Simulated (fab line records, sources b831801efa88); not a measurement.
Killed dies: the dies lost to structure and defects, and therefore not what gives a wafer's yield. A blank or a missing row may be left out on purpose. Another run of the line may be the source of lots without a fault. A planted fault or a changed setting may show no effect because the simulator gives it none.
Matching of chambers -- flow gf180mcu -- GF_V3_ETCH_16 on rieDiel-04: 4 sister chambers
The step etches BARC in N2/H2. 8 wafers are shown with their chamber, then 12 later ones without.

WAFERS, EACH WITH ITS CHAMBER
wafer,chamber,drypumpMotorCurrentA (A),oesProductAu (a.u.)
L081.2,0,5.4,0.853
L084.1,3,5.6,0.848
L084.5,0,5.3,0.856
L085.2,2,6.0,0.850
L085.5,3,5.6,0.855
L088.1,1,5.8,0.854
L088.2,2,6.1,0.861
L088.6,1,5.8,0.845

WAFERS WITH NO CHAMBER GIVEN
wafer,drypumpMotorCurrentA (A),oesProductAu (a.u.)
L089.2,5.8,0.855
L089.4,5.4,0.856
L089.6,5.6,0.852
L092.2,5.8,0.853
L092.3,5.6,0.851
L092.5,5.4,0.854
L094.2,5.4,0.862
L094.3,5.6,0.854
L094.4,5.8,0.858
L095.2,5.8,0.853
L095.3,5.6,0.862
L095.5,5.4,0.853

CHAMBER TAKEN BY EACH
wafer,from the rows above,in truth
L089.2,1,1
L089.4,0,0
L089.6,3,3
L092.2,1,1
L092.3,3,3
L092.5,0,0
L094.2,0,0
L094.3,3,3
L094.4,1,1
L095.2,1,1
L095.3,3,3
L095.5,0,0
Correct placement for 12 of the 12. Not placeable from these rows: 0. 0 placed wrongly.
How it was worked out, from the rows above alone: a wafer's distance from a chamber is the root of the sum, over the readings, of the square of ((its reading less the chamber's mean) divided by the reading's scatter). If the next closest chamber is less than 2 further off than the closest, the wafer can't be placed; otherwise it belongs to the closest. For every chamber, the mean is computed from those of its wafers that are shown. The scatter: take each reading less its chamber's mean, square it, sum over the shown wafers, divide by the number of wafers less the number of chambers, and take the root.
